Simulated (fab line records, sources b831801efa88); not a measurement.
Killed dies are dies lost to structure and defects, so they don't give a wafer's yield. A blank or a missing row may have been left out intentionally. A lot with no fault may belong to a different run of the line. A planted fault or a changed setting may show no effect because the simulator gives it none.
fab line records	flow sky130
record lots=12	wafers=36	last_day=50
route steps=708 shown FIELD_ISO@28 PWDE@47 VT_ADJUST_PCH@150 PAD_OPEN@708
lots untouched by any fault: they come from a run of this same line in which no faults occurred
start_h: hours from the record's opening day to when the first of the lot's shown wafers began	wait_h: how many hours have passed since the lot's step before this one	" as in the row above	L1.1+2: several wafers, shown together as one row	- value missing, or start not given	* or withheld: withheld	< > ~ a bound
route shown NAME@n: NAME is a module with steps in the file, n the number in the route of the first one	usual: the fault-free wafers' mean and standard deviation	same: alike in all rows	chamber/n: place in a boat	sites: the reading at each site	_std_site: the standard deviation of these	_edge_site: inner sites' mean taken away from outer sites' mean	radius_mm: how far each site lies from the wafer's centre	mask NAME#n: copy n	behind: the tool/chamber that last shaped the wafer	hold: reason for holding the lot/hours on hold/outcome of the hold	device: names the non-switching transistor (n, p or np)	end of line: the tests these same wafers got at the end of their route	for a step that has no rows: nothing shown but its recipe	killed: dies that structure and defects cost at the first sort, which is not the same as the wafer's yield	map: shows each die of a wafer: x if killed, . if not, _ if none is there
set.NAME: the run value of the setting; set.NAME@STEP: its run value at that earlier step	model.NAME: the simulator's own value behind a step, which no gauge read
one table for each step of the route and one row for each wafer, over a sample of lots
services: from which hour (start_h, from the record's first day; less than 0 if before it) a tool's chamber was out of use, for how many hours, and why
## steps
# step SKY_FIELD_ISO_CMP_27
# recipe stop_on=Si3N4	t_overpolish_s=16	down_force_psi=4	platen_rpm=60	target_thk_nm=457.8	pad_velocity_m_s=0.94248
# usual motor_current_A=12.2/1.1	overpolish_run_s=16.000/0.011	time_to_endpoint_s=112/3.5
lot.wafer	tool	chamber	start_h	wait_h	motor_current_A	overpolish_run_s	time_to_endpoint_s
L449.1	cmp-01	0	38.76	0.0	10.9	15.994	114
L449.2	"	1	"	"	13.0	16.005	112
L449.4	"	2	"	"	11.5	16.016	116
L450.1	cmp-01	3	43.98	0.0	10.8	16.016	112
L450.3	"	0	"	"	11.5	15.996	118
L450.6	"	3	"	"	11.0	15.987	115
L451.1	cmp-02	2	48.39	0.1	13.8	16.006	112
L451.6	"	3	"	"	11.0	16.010	115
L451.5	"	0	"	"	12.8	16.010	117
L452.3	cmp-01	1	54.82	0.0	12.5	15.992	110
L452.1	"	0	"	"	11.1	16.002	110
L452.6	"	2	"	"	12.0	15.999	117
L453.3	cmp-01	2	59.14	0.1	12.0	15.991	115
L453.4	"	3	"	"	11.7	16.000	114
L453.6	"	1	"	"	13.0	16.007	107
L454.1	cmp-02	3	65.07	0.0	11.1	16.003	113
L454.4	"	1	"	"	13.5	15.995	112
L454.3	"	2	"	"	14.0	15.991	111
L455.4	cmp-02	3	71.47	0.0	10.3	15.996	111
L455.2	"	2	"	"	13.9	15.996	108
L455.6	"	3	"	"	10.2	16.001	109
L460.2	cmp-02	0	96.10	0.0	13.2	16.001	112
L460.1	"	1	"	"	13.8	15.987	111
L460.4	"	3	"	"	10.4	15.991	112
L462.3	cmp-02	1	105.47	0.1	13.7	15.994	112
L462.4	"	3	"	"	10.7	15.984	113
L462.5	"	0	"	"	12.5	16.003	115
L463.1	cmp-02	0	118.60	0.1	13.4	15.994	116
L463.3	"	2	"	"	13.8	15.998	104
L463.5	"	0	"	"	13.6	15.986	113
L464.1	cmp-01	2	121.41	0.0	10.7	15.999	111
L464.3	"	0	"	"	10.7	16.021	111
L464.6	"	2	"	"	11.4	15.986	115
L471.1	cmp-01	1	154.45	0.1	13.8	15.987	109
L471.4	"	0	"	"	11.2	15.999	117
L471.6	"	1	"	"	13.4	16.011	111
# step SKY_PWDE_COAT_02
# recipe spin_rpm=2000	resist_thk_nm=3000
# usual resist_line_temp_C=23.01/0.098	spin_speed_rpm=2000.1/1.5
lot.wafer	tool	chamber	start_h	wait_h	resist_line_temp_C	spin_speed_rpm
L449.1	litho_track-01	0	65.12	0.1	23.01	1999.3
L449.2	"	0	"	"	23.01	1999.1
L449.4	"	0	"	"	23.12	2000.3
L450.1	litho_track-02	0	70.84	0.1	23.06	1998.0
L450.3	"	0	"	"	22.90	2001.3
L450.6	"	0	"	"	23.10	1999.1
L451.1	litho_track-03	0	75.49	0.1	23.00	1997.6
L451.5	"	0	"	"	22.94	2000.0
L451.6	"	0	"	"	22.94	1999.8
L452.1	litho_track-03	0	82.14	0.1	22.77	2001.5
L452.3	"	0	"	"	22.83	1999.8
L452.6	"	0	"	"	22.91	2000.8
L453.3	litho_track-02	0	87.04	0.1	23.08	2001.4
L453.4	"	0	"	"	23.05	2001.5
L453.6	"	0	"	"	23.06	2001.4
L454.1	litho_track-01	0	92.07	0.1	23.19	2001.4
L454.3	"	0	"	"	22.96	2001.8
L454.4	"	0	"	"	22.98	2000.5
L455.2	litho_track-03	0	100.37	0.1	23.03	2001.6
L455.4	"	0	"	"	23.07	2001.3
L455.6	"	0	"	"	23.10	1997.1
L460.1	litho_track-03	0	126.89	0.1	23.03	2001.7
L460.2	"	0	"	"	23.03	2000.0
L460.4	"	0	"	"	22.99	2000.1
L462.3	litho_track-01	0	134.97	0.1	22.85	1998.9
L462.4	"	0	"	"	23.13	1998.1
L462.5	"	0	"	"	23.09	1997.7
L463.1	litho_track-01	0	149.62	0.1	22.89	2000.2
L463.3	"	0	"	"	22.94	2001.0
L463.5	"	0	"	"	23.00	1999.5
L464.1	litho_track-01	0	152.47	0.1	22.97	2001.9
L464.3	"	0	"	"	22.99	1999.6
L464.6	"	0	"	"	23.04	2001.9
L471.1	litho_track-03	0	189.49	0.1	23.00	1998.1
L471.4	"	0	"	"	23.01	1999.9
L471.6	"	0	"	"	22.97	1999.5
# step SKY_PWDE_STRIP_09
# recipe chemistry=O2/N2	power_w=1400	pressure_mtorr=1500	platen_temp_c=withheld	o2_flow_sccm=3000	n2_flow_sccm=300	overash_fraction=0.5
# usual drypump_motor_current_A=5.5/0.48	n2_flow_sccm=300.0/0.86	o2_flow_sccm=2999/8.3	oes_product_au=0.722/0.0046	strip_time_to_endpoint_s=36.94/0.12
# same overash_fraction=0.5
lot.wafer	tool	chamber	start_h	wait_h	drypump_motor_current_A	n2_flow_sccm	o2_flow_sccm	oes_product_au	rf_hours_counter_h	strip_time_to_endpoint_s
L449.1	plasma_asher-02	0	74.13	0.1	5.1	298.9	2996	0.723	40	36.85
L449.2	"	1	"	"	5.0	299.9	2999	0.728	40	37.00
L449.4	"	0	"	"	5.1	298.4	2993	0.720	-	36.96
L450.1	plasma_asher-02	1	79.23	0.1	5.0	301.6	2989	0.726	41	36.76
L450.3	"	0	"	"	5.1	298.6	3001	0.719	-	36.78
L450.6	"	1	"	"	5.0	301.0	3001	0.733	-	36.74
L451.1	plasma_asher-01	1	84.33	0.1	5.3	300.8	3005	0.722	38	36.79
L451.5	"	0	"	"	5.9	300.7	2996	0.720	-	36.83
L451.6	"	1	"	"	5.4	300.8	3007	0.723	-	36.86
L452.1	plasma_asher-03	0	91.08	0.1	5.5	299.6	3013	0.719	28	36.89
L452.3	"	0	"	"	5.5	300.6	3016	0.712	-	36.88
L452.6	"	1	"	"	6.4	299.9	2998	0.722	-	36.89
L453.3	plasma_asher-02	0	95.21	0.1	5.1	300.7	3012	0.733	-	37.06
L453.4	"	1	"	"	5.0	302.1	2997	0.720	-	37.05
L453.6	"	0	"	"	5.1	300.2	2997	0.720	-	37.09
L454.1	plasma_asher-01	1	100.68	0.1	5.4	301.2	2994	0.719	39	36.96
L454.3	"	1	"	"	5.4	300.1	2998	0.725	-	37.03
L454.4	"	0	"	"	5.9	299.4	2999	0.729	-	36.96
L455.2	plasma_asher-02	1	110.18	0.1	5.0	299.9	2998	0.716	44	12.93
L455.4	"	1	"	"	5.0	300.9	2991	0.716	-	12.93
L455.6	"	1	"	"	5.0	300.5	3011	0.711	-	12.95
L460.1	plasma_asher-01	0	136.08	0.1	5.9	300.1	2996	0.713	43	12.95
L460.2	"	1	"	"	5.4	298.7	3008	0.707	43	12.90
L460.4	"	1	"	"	5.4	299.5	3005	0.712	-	12.93
L462.3	plasma_asher-02	0	145.16	0.1	5.1	301.2	2999	0.731	-	37.05
L462.4	"	1	"	"	5.0	300.6	2991	0.713	-	37.08
L462.5	"	0	"	"	5.1	300.9	3005	0.723	-	37.19
L463.1	plasma_asher-02	0	160.11	0.1	5.1	299.3	2998	0.720	49	36.95
L463.3	"	1	"	"	5.0	298.6	2988	0.714	-	37.04
L463.5	"	1	"	"	5.0	297.3	2988	0.733	-	36.93
L464.1	plasma_asher-03	0	162.98	0.1	5.5	300.4	2994	0.728	35	37.10
L464.3	"	1	"	"	6.4	300.9	2997	0.725	-	37.12
L464.6	"	0	"	"	5.5	300.3	2994	0.722	-	37.02
L471.1	plasma_asher-03	1	201.22	0.1	6.4	299.7	2994	0.719	38	36.81
L471.4	"	1	"	"	6.4	300.0	2992	0.724	-	36.74
L471.6	"	0	"	"	5.5	299.1	3003	0.718	-	36.79
# step SKY_VT_ADJUST_PCH_OVL_MEAS_07
# usual VT_ADJUST_PCH_OVL=0.4/1.4
lot.wafer	tool	chamber	start_h	wait_h	VT_ADJUST_PCH_OVL[nm]
L449.1	overlay-02	-	231.82	-	-0.3
L449.2	"	-	"	"	-0.9
L449.4	"	-	"	"	-0.3
L450.1	overlay-01	-	238.27	-	1.7
L450.3	"	-	"	"	1.0
L450.6	"	-	"	"	2.5
L451.1	overlay-01	-	244.17	-	-1.4
L451.5	"	-	"	"	-0.6
L451.6	"	-	"	"	-0.3
L452.1	overlay-02	-	253.64	-	0.5
L452.3	"	-	"	"	1.2
L452.6	"	-	"	"	-0.5
L453.3	overlay-01	-	259.33	-	1.3
L453.4	"	-	"	"	0.0
L453.6	"	-	"	"	-0.1
L454.1	overlay-02	-	267.09	-	-0.5
L454.3	"	-	"	"	0.9
L454.4	"	-	"	"	0.3
L455.2	overlay-01	-	279.05	-	2.2
L455.4	"	-	"	"	2.0
L455.6	"	-	"	"	1.4
L460.1	overlay-01	-	316.24	-	0.3
L460.2	"	-	"	"	-1.3
L460.4	"	-	"	"	-0.6
L462.3	overlay-01	-	329.08	-	1.2
L462.4	"	-	"	"	0.3
L462.5	"	-	"	"	0.5
L463.1	overlay-02	-	348.62	-	3.8
L463.3	"	-	"	"	3.5
L463.5	"	-	"	"	3.1
L464.1	overlay-01	-	353.87	-	0.5
L464.3	"	-	"	"	0.3
L464.6	"	-	"	"	0.4
L471.1	overlay-01	-	404.19	-	0.6
L471.4	"	-	"	"	-1.0
L471.6	"	-	"	"	0.3
# step SKY_VT_ADJUST_PCH_TW_MEAS_10
# usual VT_ADJUST_PCH_TW=142.2/0.79
lot.wafer	tool	chamber	start_h	wait_h	VT_ADJUST_PCH_TW
L449.1	film_metro-04	-	232.11	0.1	143.5
L449.2	"	-	"	"	143.1
L449.4	"	-	"	"	143.0
L450.1	film_metro-01	-	238.56	0.1	142.0
L450.3	"	-	"	"	141.5
L450.6	"	-	"	"	141.7
L451.1	film_metro-01	-	244.46	0.1	141.2
L451.5	"	-	"	"	141.5
L451.6	"	-	"	"	140.8
L452.1	film_metro-01	-	253.93	0.1	141.8
L452.3	"	-	"	"	141.8
L452.6	"	-	"	"	141.9
L453.3	film_metro-03	-	259.63	0.1	142.0
L453.4	"	-	"	"	142.1
L453.6	"	-	"	"	143.4
L454.1	film_metro-01	-	267.38	0.1	141.1
L454.3	"	-	"	"	140.0
L454.4	"	-	"	"	141.1
L455.2	film_metro-01	-	279.34	0.1	141.3
L455.4	"	-	"	"	140.8
L455.6	"	-	"	"	141.4
L460.1	film_metro-03	-	316.53	0.1	142.8
L460.2	"	-	"	"	142.9
L460.4	"	-	"	"	142.5
L462.3	film_metro-04	-	329.38	0.1	143.2
L462.4	"	-	"	"	143.7
L462.5	"	-	"	"	143.0
L463.1	film_metro-01	-	348.91	0.1	141.1
L463.3	"	-	"	"	141.0
L463.5	"	-	"	"	140.3
L464.1	film_metro-01	-	354.16	0.1	141.3
L464.3	"	-	"	"	141.1
L464.6	"	-	"	"	141.5
L471.1	film_metro-04	-	404.48	0.1	143.0
L471.4	"	-	"	"	143.4
L471.6	"	-	"	"	143.3
# step SKY_PAD_OPEN_PROBE_99
# usual killed_at_M0_to_M3=44/7.8	killed_at_M4_up=3.1/1.7	killed_at_contacts=25/5.1	killed_at_front_end=15/4.4	killed_at_other=0.5/0.68	killed_dies=88/9.9	killed_on_rim=17/3.9	killed_open=48/6.9	killed_short=39/6.5
# same gross_dies=492	killed_at_back_side=0
lot.wafer	tool	chamber	start_h	wait_h	killed_at_M0_to_M3	killed_at_M4_up	killed_at_contacts	killed_at_front_end	killed_at_other	killed_dies	killed_on_rim	killed_open	killed_short
L453.3	prober-01	-	1102.13	0.2	52	8	26	18	0	104	17	53	51
L453.4	prober-01	-	1102.18	0.2	40	1	24	20	0	85	19	36	49
L453.6	prober-01	-	1102.28	0.2	38	4	27	17	1	87	15	51	36
L455.2	prober-01	-	1119.01	0.1	61	4	25	379	1	470	96	61	48
L455.4	prober-01	-	1119.11	0.2	38	4	28	399	0	469	96	55	33
L455.6	prober-01	-	1119.21	0.2	50	4	22	394	0	470	96	53	37
L460.1	prober-01	-	1144.02	0.1	44	3	20	413	0	480	96	41	41
L460.2	prober-01	-	1144.07	0.1	43	1	12	419	0	475	96	36	36
L460.4	prober-01	-	1144.17	0.2	54	1	27	390	0	472	96	40	54
L462.3	prober-02	-	1151.66	0.2	47	2	15	14	0	78	16	46	31
L462.4	prober-02	-	1151.71	0.2	47	4	30	21	0	102	19	53	48
L462.5	prober-02	-	1151.76	0.2	40	4	22	14	0	80	17	44	36
L463.1	prober-01	-	1163.81	0.1	55	2	21	18	2	98	19	49	48
L463.3	prober-01	-	1163.91	0.2	41	4	30	18	0	93	24	50	43
L463.5	prober-01	-	1164.01	0.2	47	5	30	21	0	103	14	54	49
L464.1	prober-02	-	1167.56	0.1	54	3	23	18	0	98	18	56	42
L464.3	prober-02	-	1167.66	0.2	36	5	31	18	0	90	14	50	39
L464.6	prober-02	-	1167.81	0.2	34	1	24	10	0	69	16	36	33
# killed by level:class
L453.3 CONTACT:geometric_particle:open=13 VIA2:geometric_particle:open=10 VIA1:geometric_particle:open=8 METAL1:geometric_particle:short=6 LI_CONTACT:geometric_particle:open=6 METAL4:geometric_particle:short=6 FIELD_ISO:geometric_particle:open=5 FIELD_ISO:geometric_particle:short=5
L453.4 METAL1:geometric_particle:short=8 METAL2:geometric_particle:short=8 FIELD_ISO:geometric_particle:short=7 CONTACT:geometric_particle:open=6 FIELD_ISO:geometric_particle:open=5 LI_CONTACT:geometric_particle:open=5 CONTACT:geometric_particle:short=5 VIA2:geometric_particle:open=5
L453.6 CONTACT:geometric_particle:open=11 VIA1:geometric_particle:open=9 LI_CONTACT:geometric_particle:open=7 VIA1:geometric_particle:short=6 VIA2:geometric_particle:open=6 POLY_GATE:geometric_particle:open=5 CONTACT:geometric_particle:short=5 VIA3:geometric_particle:open=5
L455.2 PWDE:area_expose=361 VIA1:geometric_particle:open=13 VIA2:geometric_particle:open=10 VIA3:geometric_particle:open=9 LI_CONTACT:geometric_particle:open=8 POLY_GATE:geometric_particle:open=7 CONTACT:geometric_particle:open=7 VIA2:geometric_particle:short=6
L455.4 PWDE:area_expose=381 CONTACT:geometric_particle:open=11 VIA1:geometric_particle:open=9 LI_CONTACT:geometric_particle:open=7 VIA3:geometric_particle:open=7 LOCAL_INTERCONNECT:geometric_particle:short=6 FIELD_ISO:geometric_particle:short=5 POLY_GATE:geometric_particle:open=5
L455.6 PWDE:area_expose=380 VIA1:geometric_particle:open=12 CONTACT:geometric_particle:open=10 VIA2:geometric_particle:open=7 VIA1:geometric_particle:short=7 VIA3:geometric_particle:open=6 FIELD_ISO:geometric_particle:open=5 LOCAL_INTERCONNECT:geometric_particle:short=5
L460.1 PWDE:area_expose=397 VIA2:geometric_particle:open=9 VIA1:geometric_particle:open=9 CONTACT:geometric_particle:open=7 POLY_GATE:geometric_particle:short=6 METAL1:geometric_particle:short=6 FIELD_ISO:geometric_particle:open=4 FIELD_ISO:geometric_particle:short=4
L460.2 PWDE:area_expose=403 VIA3:geometric_particle:short=7 LI_CONTACT:geometric_particle:open=6 VIA1:geometric_particle:open=6 METAL1:geometric_particle:short=6 VIA3:geometric_particle:open=5 VIA2:geometric_particle:open=5 FIELD_ISO:geometric_particle:short=4
L460.4 PWDE:area_expose=376 VIA1:geometric_particle:open=11 LOCAL_INTERCONNECT:geometric_particle:short=9 CONTACT:geometric_particle:short=9 VIA2:geometric_particle:open=8 METAL2:geometric_particle:short=7 VIA3:geometric_particle:open=7 METAL1:geometric_particle:short=7
L462.3 VIA1:geometric_particle:open=12 CONTACT:geometric_particle:open=6 VIA2:geometric_particle:open=6 VIA3:geometric_particle:open=5 FIELD_ISO:geometric_particle:open=4 CONTACT:geometric_particle:short=4 METAL1:geometric_particle:short=4 VIA1:geometric_particle:short=4
L462.4 CONTACT:geometric_particle:open=14 METAL1:geometric_particle:short=11 VIA1:geometric_particle:short=8 VIA3:geometric_particle:open=8 VIA2:geometric_particle:open=7 VIA1:geometric_particle:open=7 CONTACT:geometric_particle:short=6 FIELD_ISO:geometric_particle:short=5
L462.5 VIA3:geometric_particle:open=11 CONTACT:geometric_particle:open=9 VIA1:geometric_particle:open=8 FIELD_ISO:geometric_particle:open=5 LOCAL_INTERCONNECT:geometric_particle:short=5 FIELD_ISO:geometric_particle:short=4 METAL1:geometric_particle:short=4 VIA1:geometric_particle:short=4
L463.1 VIA1:geometric_particle:open=10 CONTACT:geometric_particle:short=7 CONTACT:geometric_particle:open=7 VIA1:geometric_particle:short=7 VIA3:geometric_particle:open=7 POLY_GATE:geometric_particle:open=5 METAL2:geometric_particle:short=5 VIA3:geometric_particle:short=5
L463.3 CONTACT:geometric_particle:open=12 VIA1:geometric_particle:open=9 VIA2:geometric_particle:open=8 POLY_GATE:geometric_particle:short=7 LI_CONTACT:geometric_particle:short=6 VIA1:geometric_particle:short=6 LI_CONTACT:geometric_particle:open=5 VIA3:geometric_particle:open=5
L463.5 CONTACT:geometric_particle:open=11 VIA1:geometric_particle:open=11 LI_CONTACT:geometric_particle:open=9 METAL2:geometric_particle:short=8 VIA1:geometric_particle:short=6 FIELD_ISO:geometric_particle:short=5 CONTACT:geometric_particle:short=5 VIA2:geometric_particle:open=5
L464.1 VIA1:geometric_particle:open=13 CONTACT:geometric_particle:open=12 VIA2:geometric_particle:open=10 POLY_GATE:geometric_particle:open=7 METAL2:geometric_particle:short=7 METAL1:geometric_particle:short=6 CONTACT:geometric_particle:short=5 VIA1:geometric_particle:short=5
L464.3 CONTACT:geometric_particle:open=14 VIA1:geometric_particle:open=9 POLY_GATE:geometric_particle:short=7 LI_CONTACT:geometric_particle:open=6 VIA3:geometric_particle:open=5 POLY_GATE:geometric_particle:open=4 CONTACT:geometric_particle:short=4 LI_CONTACT:geometric_particle:short=4
L464.6 CONTACT:geometric_particle:open=10 LI_CONTACT:geometric_particle:open=7 POLY_GATE:geometric_particle:short=5 METAL2:geometric_particle:short=5 METAL1:geometric_particle:short=5 VIA1:geometric_particle:open=5 VIA2:geometric_particle:open=4 POLY_GATE:geometric_particle:open=3
## services
tool	chamber	start_h	hours	kind
plasma_asher-01	-	15.35	3.7	repair
cmp-02	-	26.87	1.0	repair
plasma_asher-02	-	32.98	3.0	repair
plasma_asher-01	-	40.97	1.3	repair
cmp-02	-	53.19	4.3	pm
cmp-01	-	64.00	4.0	pm
cmp-01	-	65.86	0.3	repair
cmp-01	-	68.00	-	consumable_replace:conditioner
cmp-01	-	68.00	-	consumable_replace:pad
plasma_asher-03	-	98.55	0.9	repair
litho_track-01	-	103.08	-	consumable_replace:filter
cmp-02	-	115.42	1.0	repair
cmp-01	-	135.50	1.3	repair
plasma_asher-01	-	139.17	2.2	repair
cmp-02	-	145.20	11.5	repair
cmp-01	-	163.93	7.5	pm
plasma_asher-03	-	176.04	9.6	pm
cmp-01	-	186.51	0.2	repair
## key
first_sign step=SKY_PWDE_STRIP_09	reading=strip_time_to_endpoint_s	direction=down	sigmas=99+	usual=*	struck=*
effect step=SKY_PAD_OPEN_PROBE_99	reading=killed_at_front_end	direction=up	sigmas=86	usual=15	struck=399
more_kills_born_at SKY_PWDE_EXPOSE_04@iline_stepper-02=2298
met_at SKY_PWDE_COAT_02
struck_lots L455,L460
tester_left_out L455,L460
not_acting_at SKY_FIELD_ISO_CMP_27,SKY_VT_ADJUST_PCH_OVL_MEAS_07,SKY_VT_ADJUST_PCH_TW_MEAS_10
onset_between 82.14 100.37
fault kind=process_parameter_drift	tool=litho_track-03	chamber=-	onset_h=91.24	steps=SKY_PWDE_COAT_02	channel=resist_thk_nm	offset=-2041.2	shape=step	end_h=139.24	acts_in=these_recipes_only	stated=3000
# tester_left_out: of these lots the tester's yield and bins aren't shown, on N5 and GAA mostly nor the transistor test; their killed dies are dies lost to structure and defects alone, not to doping, threshold or leakage, so they don't give the yield
